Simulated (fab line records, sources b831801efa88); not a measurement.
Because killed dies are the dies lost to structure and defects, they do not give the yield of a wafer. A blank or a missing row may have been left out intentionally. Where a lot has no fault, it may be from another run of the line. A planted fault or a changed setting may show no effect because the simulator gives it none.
Chamber matching | flow gf180mcu | GF_STI_CMP_25 on cmp-01 has 4 sister chambers
The step polishes, stops on Si3N4, t overpolish 33 s, target thk 524.6 nm. 17 wafers are shown with their chamber, then 8 later ones without.

## WAFERS, EACH WITH ITS CHAMBER
wafer  | chamber | motorCurrentA (A) | timeToEndpointS (s) | slurryFilterDpKPa (kPa)
L885.1 | 2       | 13.5              | 124                 | 13.49
L885.2 | 3       | 9.4               | 130                 | 13.41
L885.3 | 1       | 11.6              | 125                 | 13.50
L886.1 | 0       | 9.7               | 127                 | 13.49
L886.3 | 2       | 13.2              | 126                 | 13.64
L886.4 | 3       | 9.8               | 132                 | 13.67
L890.5 | 0       | 9.6               | 123                 | 13.67
L890.6 | 3       | 9.5               | 131                 | 13.48
L892.1 | 0       | 9.4               | 120                 | 13.47
L892.5 | 2       | 13.8              | 123                 | 13.66
L897.3 | 0       | 9.3               | 119                 | 13.44
L897.5 | 1       | 11.3              | 123                 | 13.68
L897.6 | 0       | 9.2               | 119                 | 13.58
L898.3 | 2       | 13.9              | 124                 | 13.34
L898.4 | 3       | 9.7               | 125                 | 13.44
L898.5 | 1       | 11.6              | 122                 | 13.55
L899.2 | 1       | 11.4              | 124                 | 13.40

SIGNATURES (means of the wafers above)
reading           | chamber 0 | chamber 1 | chamber 2 | chamber 3 | scatter within a chamber
motorCurrentA     | 9.440     | 11.475    | 13.600    | 9.600     | 0.222
timeToEndpointS   | 121.60    | 123.50    | 124.25    | 129.50    | 2.57
slurryFilterDpKPa | 13.5300   | 13.5325   | 13.5325   | 13.5000   | 0.119
Rule: for a wafer and a chamber, the distance is found by dividing, reading by reading, the gap between the wafer's reading and the chamber's mean by the reading's scatter, squaring, summing and taking the root. If the next closest chamber is less than 2 further off than the closest, the wafer can't be placed; otherwise it belongs to the closest. The scatter: take each reading less its chamber's mean, square it, sum over the shown wafers, divide by the number of wafers less the number of chambers, and take the root.

## WAFERS MISSING THEIR CHAMBER
wafer  | motorCurrentA (A) | timeToEndpointS (s) | slurryFilterDpKPa (kPa)
L899.3 | 13.1              | 123                 | 13.45
L899.6 | 11.8              | 126                 | 13.58
L901.1 | 9.7               | 125                 | 13.37
L901.2 | 11.7              | 126                 | 13.58
L901.3 | 13.3              | 122                 | 13.32
L906.1 | 12.9              | 120                 | 13.31
L906.3 | 9.7               | 125                 | 13.62
L906.6 | 11.1              | 119                 | 13.58

## EACH ONE'S CHAMBER
wafer  | from the rows above     | in truth
L899.3 | 2                       | 2
L899.6 | 1                       | 1
L901.1 | can't be placed: 3 or 0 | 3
L901.2 | 1                       | 1
L901.3 | 2                       | 2
L906.1 | 2                       | 2
L906.3 | can't be placed: 0 or 3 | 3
L906.6 | 1                       | 1
6 of 8 placed correctly. Unplaceable from these rows: 2, with the true chamber sitting among the candidates in 2. Placed wrongly: 0.
